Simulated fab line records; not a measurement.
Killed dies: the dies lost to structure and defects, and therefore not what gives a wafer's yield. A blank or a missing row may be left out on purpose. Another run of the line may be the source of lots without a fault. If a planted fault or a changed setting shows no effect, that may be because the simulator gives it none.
fab line records	flow gf180mcu
record lots=7	wafers=21	lastDay=34
route steps=602 shown VT_IMPLANT@95
lots untouched by any fault: they come from a run of this same line in which no faults occurred
startH: start of the lot's first displayed wafer, in hours after the record's first day	waitH: hours elapsed since this lot's preceding step	" same as the row above	L1.1+2: several wafers, shown together as one row	- value missing, or start not given	* or withheld: withheld	< > ~ a bound
route shown NAME@n: a module of which the file shows steps, and the number in the route of the first	usual: mean/standard deviation of fault-free wafers	same: alike in all rows	chamber/n: place in a boat	sites: each site's reading	_std_site: the standard deviation of these	_edge_site: inner sites' mean taken away from outer sites' mean	radiusMm: for every site, how far away it sits from the centre of the wafer	mask NAME#n: copy n	behind: the tool/chamber that last shaped the wafer	hold: reason for holding the lot/hours on hold/outcome of the hold	device: transistor that didn't switch, given as n, p or np	end of line: at the end of the route, the tests of the same wafers	for a step that has no rows: nothing shown but its recipe	killed: at the first sort, the dies lost to defects and structure; wafer yield is something else	map: a wafer's dies, marking killed ones x, the rest . and places with no die _
set.NAME: the setting as run; set.NAME@STEP: as run at that earlier step	model.NAME: the simulator's own value behind a step, which no gauge read
a table for each step, a row for each wafer; lots at some steps of the route
services: from which hour (startH, from the record's first day; less than 0 if before it) a tool's chamber was out of use, for how many hours, and why
## steps
# step GF_VT_IMPLANT_PEB_05
# recipe tempC=withheld	timeS=*	resist=NOVOLAK
# step GF_VT_IMPLANT_DEVELOP_06
# recipe developTimeS=60	devTempC=23
# step GF_VT_IMPLANT_OVL_MEAS_07
# usual VT_IMPLANT_OVL=0.9/1.4
lot.wafer	tool	chamber	startH	waitH	VT_IMPLANT_OVL[nm]
L550.1	overlay-01	-	122.49	0.1	2.3
L550.3	"	-	"	"	1.7
L550.6	"	-	"	"	2.9
L556.3	overlay-02	-	159.45	0.1	2.9
L556.5	"	-	"	"	0.5
L556.6	"	-	"	"	0.9
L561.2	overlay-01	-	187.57	0.1	0.6
L561.3	"	-	"	"	1.7
L561.6	"	-	"	"	0.9
L562.2	overlay-02	-	191.32	0.1	3.6
L562.4	"	-	"	"	2.3
L562.5	"	-	"	"	1.9
L563.2	overlay-01	-	197.27	0.1	1.1
L563.5	"	-	"	"	-0.7
L563.6	"	-	"	"	0.8
L569.3	overlay-01	-	233.97	0.1	-0.4
L569.4	"	-	"	"	-1.5
L569.5	"	-	"	"	0.3
L571.2	overlay-02	-	243.55	0.1	2.1
L571.4	"	-	"	"	0.9
L571.6	"	-	"	"	1.0
# step GF_VT_IMPLANT_IMPLANT_08
# recipe species=BF2	energyKev=20	doseCm2=8.29e+12	tiltDeg=7
# step GF_VT_IMPLANT_STRIP_09
# recipe chemistry=O2/N2	powerW=1400	pressureMtorr=1500	platenTempC=250	o2FlowSccm=3000	n2FlowSccm=300	overashFraction=0.5
# usual drypumpMotorCurrentA=6.0/0.4	heaterPowerW=314/21	oesProductAu=0.716/0.0047	stripTimeToEndpointS=12.63/0.032
lot.wafer	tool	chamber	startH	waitH	drypumpMotorCurrentA	heaterPowerW	oesProductAu	rfHoursCounterH	stripTimeToEndpointS
L550.1	plasmaAsher-02	1	122.68	0.1	6.2	321	0.713	0	12.61
L550.3	"	0	"	"	6.1	323	0.720	-	12.59
L550.6	"	1	"	"	6.2	327	0.722	-	12.58
L556.3	plasmaAsher-01	0	159.66	0.1	5.9	298	0.710	-	12.64
L556.5	"	1	"	"	5.6	304	0.719	-	12.66
L556.6	"	0	"	"	6.0	295	0.718	-	12.70
L561.2	plasmaAsher-02	0	187.75	0.1	6.0	317	0.718	8	12.61
L561.3	"	1	"	"	6.2	328	0.714	-	12.63
L561.6	"	0	"	"	6.1	322	0.720	-	12.59
L562.2	plasmaAsher-03	1	191.50	0.1	5.5	353	0.711	57	12.57
L562.4	"	0	"	"	6.6	287	0.717	-	12.66
L562.5	"	1	"	"	5.5	352	0.718	-	12.59
L563.2	plasmaAsher-02	0	197.45	0.1	6.1	321	0.717	9	12.61
L563.5	"	0	"	"	6.0	320	0.721	-	12.62
L563.6	"	1	"	"	6.2	334	0.711	-	12.61
L569.3	plasmaAsher-01	1	234.18	0.1	5.6	307	0.716	-	12.70
L569.4	"	0	"	"	6.0	304	0.713	-	12.71
L569.5	"	0	"	"	6.0	297	0.710	-	12.70
L571.2	plasmaAsher-01	0	243.73	0.1	6.0	302	0.712	44	12.63
L571.4	"	0	"	"	6.0	302	0.719	-	12.65
L571.6	"	1	"	"	5.6	307	0.712	-	12.63
# step GF_VT_IMPLANT_TW_MEAS_10
# usual VT_IMPLANT_TW=563/4.5
lot.wafer	tool	chamber	startH	waitH	VT_IMPLANT_TW
L550.1	filmMetro-04	-	122.78	0.1	560
L550.3	"	-	"	"	562
L550.6	"	-	"	"	561
L556.3	filmMetro-02	-	159.75	0.1	563
L556.5	"	-	"	"	562
L556.6	"	-	"	"	566
L561.2	filmMetro-02	-	187.86	0.1	565
L561.3	"	-	"	"	562
L561.6	"	-	"	"	562
L562.2	filmMetro-02	-	191.61	0.1	560
L562.4	"	-	"	"	564
L562.5	"	-	"	"	562
L563.2	filmMetro-04	-	197.56	0.1	558
L563.5	"	-	"	"	558
L563.6	"	-	"	"	561
L569.3	filmMetro-02	-	234.27	0.1	562
L569.4	"	-	"	"	561
L569.5	"	-	"	"	564
L571.2	filmMetro-04	-	243.84	0.1	562
L571.4	"	-	"	"	560
L571.6	"	-	"	"	560
# step GF_VT_IMPLANT_DEHYDRATE_11
# recipe tempC=200	timeS=60
# step GF_VT_IMPLANT_HMDS_12
# recipe primeTimeS=60	primeTempC=120
# step GF_VT_IMPLANT_COAT_13
# recipe resist=NOVOLAK	spinRpm=3000	resistThkNm=1000
# step GF_VT_IMPLANT_SOFTBAKE_14
# recipe tempC=89.27	timeS=60	resist=NOVOLAK
# step GF_VT_IMPLANT_EXPOSE_15
# recipe maskId=Nwell_LV_AREA	targetCdNm=860	na=0.6	sourceShape=conventional	sigmaOuter=0.6	doseMj=140
# step GF_VT_IMPLANT_PEB_16
# recipe tempC=withheld	timeS=*	resist=NOVOLAK
# step GF_VT_IMPLANT_DEVELOP_17
# recipe developTimeS=60	devTempC=23
# usual chillPlateTempC=23.00/0.11	developTimeS=60/0	exhaustPa=45.0/0.9
lot.wafer	tool	chamber	startH	waitH	chillPlateTempC	developTimeS	exhaustPa
L550.1	lithoTrack-03	0	137.84	0.1	22.99	60	45.1
L550.3	"	0	"	"	22.88	60	45.5
L550.6	"	0	"	"	23.15	60	44.7
L556.3	lithoTrack-01	0	175.46	0.1	22.99	60	45.8
L556.5	"	0	"	"	22.89	60	45.1
L556.6	"	0	"	"	23.03	60	45.9
L561.2	lithoTrack-01	-	203.58	0.1	-	-	-
L561.3	"	-	"	"	-	-	-
L561.6	"	-	"	"	-	-	-
L562.2	lithoTrack-01	-	207.93	0.1	-	-	-
L562.4	"	-	"	"	-	-	-
L562.5	"	-	"	"	-	-	-
L563.2	lithoTrack-04	-	214.06	0.1	-	-	-
L563.5	"	-	"	"	-	-	-
L563.6	"	-	"	"	-	-	-
L569.3	lithoTrack-01	0	252.71	0.1	22.96	60	44.2
L569.4	"	0	"	"	23.21	60	45.3
L569.5	"	0	"	"	23.01	60	45.6
L571.2	lithoTrack-01	0	262.63	0.1	23.00	60	45.2
L571.4	"	0	"	"	23.11	60	46.6
L571.6	"	0	"	"	23.26	60	45.8
# step GF_VT_IMPLANT_OVL_MEAS_18
# usual VT_IMPLANT_01_OVL=-0.6/1.5
lot.wafer	tool	chamber	startH	waitH	VT_IMPLANT_01_OVL[nm]
L550.1	overlay-01	-	137.99	0.1	-0.5
L550.3	"	-	"	"	-0.6
L550.6	"	-	"	"	-1.4
L556.3	overlay-01	-	175.57	0.1	0.7
L556.5	"	-	"	"	0.8
L556.6	"	-	"	"	-0.5
L561.2	overlay-01	-	203.72	0.1	-
L561.3	"	-	"	"	-
L561.6	"	-	"	"	-
L562.2	overlay-01	-	208.07	0.1	-
L562.4	"	-	"	"	-
L562.5	"	-	"	"	-
L563.2	overlay-02	-	214.20	0.1	-
L563.5	"	-	"	"	-
L563.6	"	-	"	"	-
L569.3	overlay-01	-	252.82	0.1	-0.9
L569.4	"	-	"	"	1.2
L569.5	"	-	"	"	-1.0
L571.2	overlay-01	-	262.76	0.1	-0.7
L571.4	"	-	"	"	-0.7
L571.6	"	-	"	"	-0.1
## services
tool	chamber	startH	hours	kind
plasmaAsher-01	-	99.63	1.3	repair
plasmaAsher-02	-	108.75	9.0	pm
plasmaAsher-02	0	108.75	9.0	ventCycle
plasmaAsher-02	1	108.75	9.0	ventCycle
plasmaAsher-02	0	117.75	-	clean
plasmaAsher-02	1	117.75	-	clean
lithoTrack-03	-	168.68	-	consumableReplace:filter
plasmaAsher-03	-	195.62	3.1	repair
## key
firstSign step=GF_VT_IMPLANT_DEVELOP_17	reading=toolRecord	direction=missing
effect none on later readings
metAt GF_VT_IMPLANT_DEVELOP_17
struckWafers L561.2,L561.3,L561.6,L562.2,L562.4,L562.5,L563.2,L563.5,L563.6
laterRowsLeftOut L561.2,L561.3,L561.6,L562.2,L562.4,L562.5,L563.2,L563.5,L563.6
sortLeftOut L561.2,L561.3,L561.6,L562.2,L562.4,L562.5,L563.2,L563.5,L563.6
testerLeftOut L561,L562,L563
onsetBetween 175.46 203.58
fault kind=skippedStepWhole	tool=lithoTrack-01,lithoTrack-04	chamber=-	onsetH=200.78	steps=GF_VT_IMPLANT_DEVELOP_17	scope=struckLotsOnly
# testerLeftOut: of these lots the tester's yield and bins aren't shown, on N5 and GAA mostly nor the transistor test; their killed dies are dies lost to structure and defects alone, not to doping, threshold or leakage, so they don't give the yield
# sortLeftOut: the simulated sort isn't trusted on such a fault, so these wafers' sort isn't shown, and their yield isn't known
# laterRowsLeftOut: the simulator's readings of these wafers behind a module that went badly wrong aren't trusted and aren't shown, but for the sort
